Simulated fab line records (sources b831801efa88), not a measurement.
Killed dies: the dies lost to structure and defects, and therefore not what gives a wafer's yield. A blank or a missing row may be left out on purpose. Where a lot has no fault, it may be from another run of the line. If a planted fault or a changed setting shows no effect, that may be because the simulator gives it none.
Which tool did it? ; flow sky130 ; Sampling: 12 lots, 36 wafers, 4 of 708 route steps

WHAT EACH GAUGE READ, for each wafer
SKY_VIA4_RS_MEAS_19: a four-point-probe measurement. Usual: VIA4_W_RS 0.2250 ohm/sq, standard deviation 0.0024.
lot;measured;on;VIA4_W_RS (ohm/sq);flag
L984;day 43 11:51;film_metro-02;0.2226 0.2241 0.2218;
L985;day 43 16:07;film_metro-01;0.2258 0.2262 0.2258;
L987;day 43 21:23;film_metro-02;0.2201 0.2225 0.2210;
L988;day 44 08:34;film_metro-02;0.2262 0.2270 0.2273;
L992;day 45 10:27;film_metro-01;0.2258 0.2263 0.2252;
L993;day 46 00:25;film_metro-02;0.2242 0.2241 0.2223;
L996;day 46 11:41;film_metro-04;0.2248 0.2236 0.2233;
L999;day 47 04:53;film_metro-02;0.2288 0.2270 0.2305;
L100;day 47 09:59;film_metro-01;0.2214 0.2213 0.2204;
L101;day 47 14:26;film_metro-04;0.2251 0.2303 0.2244;
L106;day 49 06:46;film_metro-02;0.2234 0.2254 0.2253;
L107;day 49 03:40;film_metro-04;0.2225 0.2241 0.2213;

SKY_METAL5_RS_MEAS_05: a four-point-probe measurement. Usual: METAL5_ALCU_RS 0.02698 ohm/sq, standard deviation 0.00025.
lot;measured;on;METAL5_ALCU_RS (ohm/sq);flag
L984;day 43 12:30;film_metro-03;0.02706 0.02694 0.02711;
L985;day 43 16:46;film_metro-03;0.02724 0.02737 0.02723;
L987;day 43 22:07;film_metro-02;0.02726 0.02728 0.02688;
L988;day 44 12:09;film_metro-03;0.02665 0.02676 0.02682;
L992;day 45 11:14;film_metro-03;0.02687 0.02703 0.02669;
L993;day 46 01:05;film_metro-02;0.02703 0.02702 0.02715;
L996;day 46 12:27;film_metro-03;0.02685 0.02675 0.02722;
L999;day 47 05:32;film_metro-03;0.02727 0.02716 0.02708;
L100;day 47 10:38;film_metro-04;0.02658 0.02674 0.02667;
L101;day 47 15:05;film_metro-02;0.027 0.02692 0.02697;
L106;day 49 07:25;film_metro-04;0.0271 0.02738 0.02692;
L107;day 49 04:19;film_metro-02;0.02705 0.02738 0.02694;

TOOL THAT RAN EACH LOT (tool first, then ch and the chambers of the sampled wafers, then the start)
lot;SKY_VT_ADJUST_LVTN_STRIP_09;SKY_METAL5_SPUTTER_01
L984;plasma_asher-02 ch 0,1, day 7 07:17;pvd_sputter-04, day 43 12:21
L985;plasma_asher-03 ch 1, day 7 09:47;pvd_sputter-04, day 43 16:36
L987;plasma_asher-01 ch 0,1, day 7 17:10;pvd_sputter-02, day 43 21:59
L988;plasma_asher-01 ch 0, day 8 06:35;pvd_sputter-04, day 44 11:59
L992;plasma_asher-02 ch 0,1, day 9 00:16;pvd_sputter-01, day 45 11:04
L993;plasma_asher-02 ch 0, day 9 09:14;pvd_sputter-02, day 46 00:55
L996;plasma_asher-03 ch 0,1, day 10 06:17;pvd_sputter-04, day 46 12:19
L999;plasma_asher-03 ch 0,1, day 11 01:50;pvd_sputter-01, day 47 05:23
L100;plasma_asher-03 ch 0,1, day 11 05:11;pvd_sputter-02, day 47 10:29
L101;plasma_asher-03 ch 0,1, day 11 16:01;pvd_sputter-04, day 47 14:56
L106;plasma_asher-01 ch 0,1, day 13 13:40;pvd_sputter-01, day 49 07:13
L107;plasma_asher-01 ch 0,1, day 13 14:50;pvd_sputter-04, day 49 04:10
- SKY_VT_ADJUST_LVTN_STRIP_09: strips in O2/N2.
- SKY_METAL5_SPUTTER_01: material TiN, target thk 20 nm, time 16.7 s.

WHAT THE TOOLS THEMSELVES READ (means of the sampled wafers that have a number; where no wafer has one, the mark that the record gives instead)
SKY_VT_ADJUST_LVTN_STRIP_09. Usual: drypump_motor_current_A 5.9 A, standard deviation 0.51; oes_product_au 0.722 a.u., standard deviation 0.005; strip_time_to_endpoint_s 36.96 s, standard deviation 0.094.
lot;tool;drypump_motor_current_A (A);oes_product_au (a.u.);strip_time_to_endpoint_s (s);flag
L984;plasma_asher-02;5.3;0.719;36.90;
L985;plasma_asher-03;6.2;0.723;36.97;
L987;plasma_asher-01;6.4;0.727;36.92;
L988;plasma_asher-01;6.6;0.721;36.85;
L992;plasma_asher-02;5.7;0.722;36.91;
L993;plasma_asher-02;5.0;0.725;36.97;
L996;plasma_asher-03;6.1;0.723;36.88;
L999;plasma_asher-03;6.1;0.723;37.13;
L100;plasma_asher-03;6.0;0.722;36.99;
L101;plasma_asher-03;6.0;0.717;36.91;
L106;plasma_asher-01;6.1;0.727;37.04;
L107;plasma_asher-01;6.4;0.717;36.99;

SKY_METAL5_SPUTTER_01. Usual: cathode_dc_power_W 6500.0 W, standard deviation 1.2; chamber_pressure_pa 0.4000 Pa, standard deviation 0.00072; throttle_valve_pct 30.1 %, standard deviation 0.95.
lot;tool;cathode_dc_power_W (W);chamber_pressure_pa (Pa);throttle_valve_pct (%);flag
L984;pvd_sputter-04;6500.9;0.4000;30.0;
L985;pvd_sputter-04;6499.9;0.3998;30.4;
L987;pvd_sputter-02;6498.6;0.3992;29.8;
L988;pvd_sputter-04;6500.9;0.3990;30.1;
L992;pvd_sputter-01;6500.5;0.3997;30.3;
L993;pvd_sputter-02;6500.3;0.4002;29.9;
L996;pvd_sputter-04;6500.1;0.4004;30.2;
L999;pvd_sputter-01;6499.4;0.3999;29.7;
L100;pvd_sputter-02;6499.5;0.3997;29.7;
L101;pvd_sputter-04;6500.3;0.4004;30.2;
L106;pvd_sputter-01;6500.0;0.3996;29.8;
L107;pvd_sputter-04;6500.1;0.3999;30.2;

THE ANSWER, worked out from the rows above alone
Rule: a lot is off if the mean of its wafers that have a number lies more than 3 standard deviations from the usual mean. Also off: a lot with no number at a reading for which 4 or more lots have one. The other lots that the step has rows for count as sound. Order of review: gauges by route order, followed by the tools' own readings, for which a lot's mean as printed above is used. At the first step where some lot is off, the reading lying furthest off is the one used; lots without a number count as furthest.
No lot is off on any of the readings shown, so nothing can be concluded from this.

WHAT THE SIMULATOR HAD INSERTED
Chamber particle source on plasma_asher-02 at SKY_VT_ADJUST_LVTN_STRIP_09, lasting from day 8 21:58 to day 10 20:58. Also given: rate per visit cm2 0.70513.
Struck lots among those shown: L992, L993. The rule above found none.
